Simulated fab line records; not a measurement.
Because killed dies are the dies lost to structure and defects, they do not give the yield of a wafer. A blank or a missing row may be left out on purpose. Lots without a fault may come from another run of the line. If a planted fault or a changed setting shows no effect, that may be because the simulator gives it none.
Which tool is to blame? | flow sky130 | 24 lots, 72 wafers sampled, at 6 steps of a route of 708

## WHAT THE GAUGES SHOWED, per wafer
SKY_CONTACT_OVL_MEAS_15. Usual: CONTACT_OVL -1 nm, standard deviation 5.9.
lot  | measured     | on         | CONTACT_OVL (nm) | flag
L074 | day 32 01:26 | overlay-02 | -3 -6 -1         | 
L075 | day 32 03:20 | overlay-01 | 0 -3 6           | 
L076 | day 32 16:38 | overlay-02 | 4 -3 -4          | 
L077 | day 32 20:14 | overlay-02 | -11 -4 -2        | 
L078 | day 33 02:59 | overlay-01 | 10 7 -2          | 
L079 | day 33 14:23 | overlay-02 | -8 -9 -14        | 
L080 | day 34 06:56 | overlay-02 | -9 -7 2          | 
L081 | day 34 11:52 | overlay-02 | 5 8 -5           | 
L082 | day 34 13:08 | overlay-01 | 6 2 3            | 
L083 | day 34 18:59 | overlay-01 | 1 1 3            | 
L084 | day 35 08:02 | overlay-02 | 1 3 8            | 
L085 | day 35 13:27 | overlay-02 | -9 -8 0          | 
L086 | day 35 19:02 | overlay-01 | 4 4 5            | 
L087 | day 36 09:16 | overlay-01 | 5 -4 3           | 
L088 | day 36 11:19 | overlay-02 | -3 -5 -5         | 
L089 | day 36 22:53 | overlay-01 | 4 3 -1           | 
L090 | day 37 04:19 | overlay-02 | 4 -6 2           | 
L091 | day 37 10:11 | overlay-02 | 15 -1 7          | 
L092 | day 37 19:11 | overlay-01 | 8 4 6            | 
L093 | day 38 00:03 | overlay-01 | -16 -14 -14      | 
L094 | day 38 07:59 | overlay-02 | -2 8 7           | 
L095 | day 38 15:50 | overlay-01 | -8 -7 -9         | 
L096 | day 38 23:56 | overlay-01 | 5 9 6            | 
L097 | day 39 05:29 | overlay-02 | 2 0 2            | 

SKY_METAL1_OVL_MEAS_16. Usual: METAL1_OVL -2 nm, standard deviation 5.1.
lot  | measured     | on         | METAL1_OVL (nm) | flag
L074 | day 33 07:16 | overlay-01 | 2 2 -3          | 
L075 | day 33 08:47 | overlay-02 | -1 1 -2         | 
L076 | day 33 21:35 | overlay-01 | -1 -7 0         | 
L077 | day 34 00:54 | overlay-01 | -3 -1 -5        | 
L078 | day 34 07:44 | overlay-01 | 1 0 4           | 
L079 | day 34 19:07 | overlay-02 | 2 11 1          | 
L080 | day 35 11:17 | overlay-01 | 5 6 1           | 
L081 | day 35 15:50 | overlay-01 | 0 3 14          | 
L082 | day 35 17:26 | overlay-01 | -7 -3 -9        | 
L083 | day 35 23:05 | overlay-01 | -9 -8 -5        | 
L084 | day 36 12:19 | overlay-01 | -3 -10 -1       | 
L085 | day 36 17:42 | overlay-01 | -7 -10 -10      | 
L086 | day 36 23:35 | overlay-02 | -8 -6 -9        | 
L087 | day 37 13:55 | overlay-02 | 3 0 -3          | 
L088 | day 37 14:34 | overlay-01 | -4 -7 0         | 
L089 | day 38 02:44 | overlay-01 | -6 4 -2         | 
L090 | day 38 08:29 | overlay-01 | -6 -5 -7        | 
L091 | day 38 13:53 | overlay-01 | -12 -10 -2      | 
L092 | day 38 22:20 | overlay-01 | -5 -4 -9        | 
L093 | day 39 03:12 | overlay-01 | 3 4 2           | 
L094 | day 39 11:04 | overlay-01 | -5 -7 1         | 
L095 | day 39 18:47 | overlay-02 | -8 -14 -14      | 
L096 | day 40 02:58 | overlay-01 | 1 4 0           | 
L097 | day 40 08:07 | overlay-01 | -2 -1 1         | 

SKY_METAL2_RS_MEAS_05: measurement is done with a four-point probe. Usual: METAL2_ALCU_RS 0.1274 ohm/sq, standard deviation 0.0015.
lot  | measured     | on           | METAL2_ALCU_RS (ohm/sq) | flag
L074 | day 34 12:38 | filmMetro-02 | 0.1262 0.1278 0.1265    | 
L075 | day 34 14:31 | filmMetro-02 | 0.1287 0.1275 0.1283    | 
L076 | day 35 03:06 | filmMetro-02 | 0.1279 0.1286 0.1271    | 
L077 | day 35 06:31 | filmMetro-04 | 0.1258 0.1262 0.1256    | 
L078 | day 35 13:31 | filmMetro-04 | 0.1235 0.1253 0.1258    | 
L079 | day 36 00:13 | filmMetro-04 | 0.1289 0.1260 0.1276    | 
L080 | day 36 16:31 | filmMetro-04 | 0.1284 0.1277 0.1285    | 
L081 | day 36 20:56 | filmMetro-04 | 0.1262 0.1254 0.1246    | 
L082 | day 36 22:56 | filmMetro-04 | 0.1300 0.1303 0.1290    | 
L083 | day 37 04:44 | filmMetro-04 | 0.1255 0.1262 0.1270    | 
L084 | day 37 17:20 | filmMetro-04 | 0.1279 0.1281 0.1272    | 
L085 | day 37 22:59 | filmMetro-02 | 0.1282 0.1300 0.1301    | 
L086 | day 38 04:48 | filmMetro-02 | 0.1277 0.1272 0.1269    | 
L087 | day 38 18:53 | filmMetro-02 | 0.1270 0.1259 0.1266    | 
L088 | day 38 19:17 | filmMetro-04 | 0.1269 0.1279 0.1269    | 
L089 | day 39 07:22 | filmMetro-02 | 0.1260 0.1258 0.1275    | 
L090 | day 39 12:44 | filmMetro-04 | 0.1267 0.1282 0.1285    | 
L091 | day 39 17:28 | filmMetro-04 | 0.1260 0.1271 0.1278    | 
L092 | day 40 02:28 | filmMetro-04 | 0.1258 0.1267 0.1266    | 
L093 | day 40 07:22 | filmMetro-04 | 0.1289 0.1283 0.1290    | 
L094 | day 40 14:28 | filmMetro-02 | 0.1261 0.1269 0.1263    | 
L095 | day 40 23:14 | filmMetro-04 | 0.1277 0.1265 0.1280    | 
L096 | day 41 06:52 | filmMetro-02 | 0.1301 0.1312 0.1287    | 
L097 | day 41 11:39 | filmMetro-01 | 0.1277 0.1264 0.1262    | 

SKY_METAL2_OVL_MEAS_16. Usual: METAL2_OVL 1 nm, standard deviation 4.6.
lot  | measured     | on         | METAL2_OVL (nm) | flag
L074 | day 35 14:59 | overlay-02 | -7 -5 -9        | 
L075 | day 35 17:11 | overlay-01 | 0 -3 0          | 
L076 | day 36 05:35 | overlay-01 | 5 1 5           | 
L077 | day 36 08:35 | overlay-01 | -2 -2 -5        | 
L078 | day 36 15:53 | overlay-02 | 2 3 1           | 
L079 | day 37 01:31 | overlay-01 | 2 0 2           | 
L080 | day 37 18:57 | overlay-02 | -5 -5 0         | 
L081 | day 37 22:47 | overlay-02 | 2 0 3           | 
L082 | day 38 01:18 | overlay-01 | 0 4 1           | 
L083 | day 38 07:17 | overlay-01 | 7 1 4           | 
L084 | day 38 19:25 | overlay-01 | 1 -4 2          | 
L085 | day 39 00:41 | overlay-02 | -6 -9 -6        | 
L086 | day 39 06:59 | overlay-02 | 8 5 8           | 
L087 | day 39 20:44 | overlay-01 | 8 3 7           | 
L088 | day 39 21:08 | overlay-02 | 2 -1 0          | 
L089 | day 40 09:02 | overlay-01 | 5 6 6           | 
L090 | day 40 14:35 | overlay-01 | -4 -4 -2        | 
L091 | day 40 18:26 | overlay-02 | 4 7 5           | 
L092 | day 41 04:01 | overlay-02 | -3 -2 -4        | 
L093 | day 41 08:27 | overlay-01 | 3 2 -6          | 
L094 | day 41 15:56 | overlay-01 | 0 -1 -1         | 
L095 | day 41 23:08 | overlay-01 | 3 -2 -1         | 
L096 | day 42 07:35 | overlay-01 | 3 -1 -3         | 
L097 | day 42 11:28 | overlay-01 | 5 2 3           | 

## WHICH TOOL RAN EACH LOT (tool, then ch and the chambers of the sampled wafers, then the start)
lot  | SKY_VIA1_CMP_02               | SKY_VIA1_ETCH_14
L074 | cmp-02 ch 0,1,2, day 33 08:20 | rieDiel-01 ch 0,2, day 34 11:10
L075 | cmp-01 ch 2,3, day 33 09:46   | rieDiel-03 ch 0,1,2, day 34 12:58
L076 | cmp-02 ch 1,2,3, day 33 22:44 | rieDiel-03 ch 0,2,3, day 35 01:37
L077 | cmp-02 ch 0,2,3, day 34 02:32 | rieDiel-02 ch 1,2, day 35 05:01
L078 | cmp-01 ch 1,3, day 34 09:09   | rieDiel-01 ch 0,2, day 35 12:01
L079 | cmp-02 ch 0,2, day 34 20:09   | rieDiel-03 ch 0,2, day 35 22:43
L080 | cmp-01 ch 2,3, day 35 12:18   | rieDiel-03 ch 1,2,3, day 36 14:55
L081 | cmp-01 ch 1,2,3, day 35 16:52 | rieDiel-03 ch 0,2,3, day 36 19:20
L082 | cmp-02 ch 0,2, day 35 18:44   | rieDiel-03 ch 1,2, day 36 21:28
L083 | cmp-01 ch 0,1, day 36 00:18   | rieDiel-02 ch 0,1,3, day 37 03:14
L084 | cmp-01 ch 0,2,3, day 36 13:30 | rieDiel-02 ch 0,1,2, day 37 15:52
L085 | cmp-02 ch 2,3, day 36 18:54   | rieDiel-03 ch 0,1,2, day 37 21:28
L086 | cmp-01 ch 0,1, day 37 00:37   | rieDiel-03 ch 0,2,3, day 38 03:19
L087 | cmp-02 ch 0,2, day 37 14:58   | rieDiel-02 ch 1,2, day 38 17:22
L088 | cmp-01 ch 2,3, day 37 15:36   | rieDiel-03 ch 0,2, day 38 17:49
L089 | cmp-02 ch 0,3, day 38 03:43   | rieDiel-01 ch 0,1, day 39 05:52
L090 | cmp-01 ch 1,2, day 38 09:28   | rieDiel-01 ch 0,1,2, day 39 11:16
L091 | cmp-01 ch 0,3, day 38 14:51   | rieDiel-03 ch 2,3, day 39 15:58
L092 | cmp-02 ch 1,2, day 38 23:19   | rieDiel-02 ch 0,1,2, day 40 00:58
L093 | cmp-01 ch 1,2, day 39 04:11   | rieDiel-01 ch 1,2,3, day 40 05:46
L094 | cmp-02 ch 1,3, day 39 12:05   | rieDiel-02 ch 0,2, day 40 12:58
L095 | cmp-02 ch 0,1,2, day 39 19:49 | rieDiel-03 ch 0,3, day 40 21:38
L096 | cmp-02 ch 1,2,3, day 40 04:14 | rieDiel-02 ch 0,2,3, day 41 05:23
L097 | cmp-02 ch 1,2, day 40 09:06   | rieDiel-02 ch 0,1,3, day 41 09:50
- SKY_VIA1_CMP_02: polishes SiO2.
- SKY_VIA1_ETCH_14: etches BARC in N2/H2, stops on SiO2, time 45.9 s, target depth 60 nm.

## WHAT THE TOOLS THEMSELVES READ (means of the sampled wafers that have a number; where no wafer has one, the mark that the record gives instead)
SKY_VIA1_CMP_02. Usual: motorCurrentA 11.9 A, standard deviation 1.5.
lot  | tool   | motorCurrentA (A) | flag
L074 | cmp-02 | 10.1              | 
L075 | cmp-01 | 13.3              | 
L076 | cmp-02 | 10.9              | 
L077 | cmp-02 | 10.6              | 
L078 | cmp-01 | 12.5              | 
L079 | cmp-02 | 9.8               | 
L080 | cmp-01 | 13.5              | 
L081 | cmp-01 | 13.0              | 
L082 | cmp-02 | 9.7               | 
L083 | cmp-01 | 12.9              | 
L084 | cmp-01 | 13.2              | 
L085 | cmp-02 | 11.6              | 
L086 | cmp-01 | 13.3              | 
L087 | cmp-02 | 10.0              | 
L088 | cmp-01 | 13.7              | 
L089 | cmp-02 | 10.6              | 
L090 | cmp-01 | 13.0              | 
L091 | cmp-01 | 13.3              | 
L092 | cmp-02 | 10.6              | 
L093 | cmp-01 | 13.3              | 
L094 | cmp-02 | 11.4              | 
L095 | cmp-02 | 9.9               | 
L096 | cmp-02 | 11.0              | 
L097 | cmp-02 | 10.5              | 

SKY_VIA1_ETCH_14. Usual: biasW 100.0 W, standard deviation 0.3; drypumpMotorCurrentA 5.5 A, standard deviation 0.45; n2FlowSccm 99.97 sccm, standard deviation 0.28; oesProductAu 0.854 a.u., standard deviation 0.0044; throttleValvePct 13.225 %, standard deviation 0.0095.
lot  | tool       | biasW (W) | drypumpMotorCurrentA (A) | n2FlowSccm (sccm) | oesProductAu (a.u.) | throttleValvePct (%) | flag
L074 | rieDiel-01 | 99.6      | 5.9                      | 100.06            | 0.853               | 13.226               | 
L075 | rieDiel-03 | 100.2     | 5.3                      | 99.76             | 0.851               | 13.227               | 
L076 | rieDiel-03 | 99.8      | 5.5                      | 100.19            | 0.855               | 13.230               | 
L077 | rieDiel-02 | 100.0     | 5.3                      | 100.19            | 0.856               | 13.225               | 
L078 | rieDiel-01 | 100.3     | 6.1                      | 100.03            | 0.850               | 13.229               | 
L079 | rieDiel-03 | 99.8      | 5.6                      | 100.05            | 0.855               | 13.216               | 
L080 | rieDiel-03 | 100.0     | 5.5                      | 100.22            | 0.858               | 13.223               | 
L081 | rieDiel-03 | 100.1     | 5.4                      | 99.89             | 0.855               | 13.227               | 
L082 | rieDiel-03 | 100.1     | 5.3                      | 99.87             | 0.853               | 13.231               | 
L083 | rieDiel-02 | 100.2     | 5.7                      | 100.13            | 0.853               | 13.223               | 
L084 | rieDiel-02 | 100.0     | 5.2                      | 99.96             | 0.853               | 13.236               | 
L085 | rieDiel-03 | 100.0     | 5.3                      | 100.13            | 0.854               | 13.224               | 
L086 | rieDiel-03 | 100.0     | 5.5                      | 99.94             | 0.855               | 13.227               | 
L087 | rieDiel-02 | 100.2     | 5.4                      | 100.18            | 0.858               | 13.222               | 
L088 | rieDiel-03 | 100.0     | 5.5                      | 99.89             | 0.852               | 13.238               | 
L089 | rieDiel-01 | 99.9      | 5.6                      | 100.01            | 0.851               | 13.218               | 
L090 | rieDiel-01 | 100.1     | 5.9                      | 100.21            | 0.853               | 13.226               | 
L091 | rieDiel-03 | 100.5     | 5.7                      | 99.83             | 0.853               | 13.229               | 
L092 | rieDiel-02 | 100.0     | 5.3                      | 99.86             | 0.855               | 13.231               | 
L093 | rieDiel-01 | 100.0     | 5.8                      | 99.84             | 0.853               | 13.224               | 
L094 | rieDiel-02 | 99.9      | 5.1                      | 100.25            | 0.852               | 13.230               | 
L095 | rieDiel-03 | 99.6      | 5.2                      | 100.07            | 0.853               | 13.219               | 
L096 | rieDiel-02 | 100.0     | 5.5                      | 99.60             | 0.854               | 13.228               | 
L097 | rieDiel-02 | 99.7      | 5.7                      | 100.01            | 0.850               | 13.215               | 

## THE ANSWER, worked out from the rows above alone
Rule: a lot counts as off when the mean over its wafers that have a number is more than 3 standard deviations away from the usual mean. A lot without any number at a reading at which 4 lots or more have one is off too. Where the step has rows for the other lots, those lots are counted as sound. Order of review: gauges by route order, followed by the tools' own readings, for which a lot's mean as printed above is used. The first step at which some lot is off is used, and at that step the reading that is off furthest; a lot without a number counts as furthest.
Nothing can be told from this: no lot is off at any reading shown.

## WHAT THE SIMULATOR HAD INSERTED
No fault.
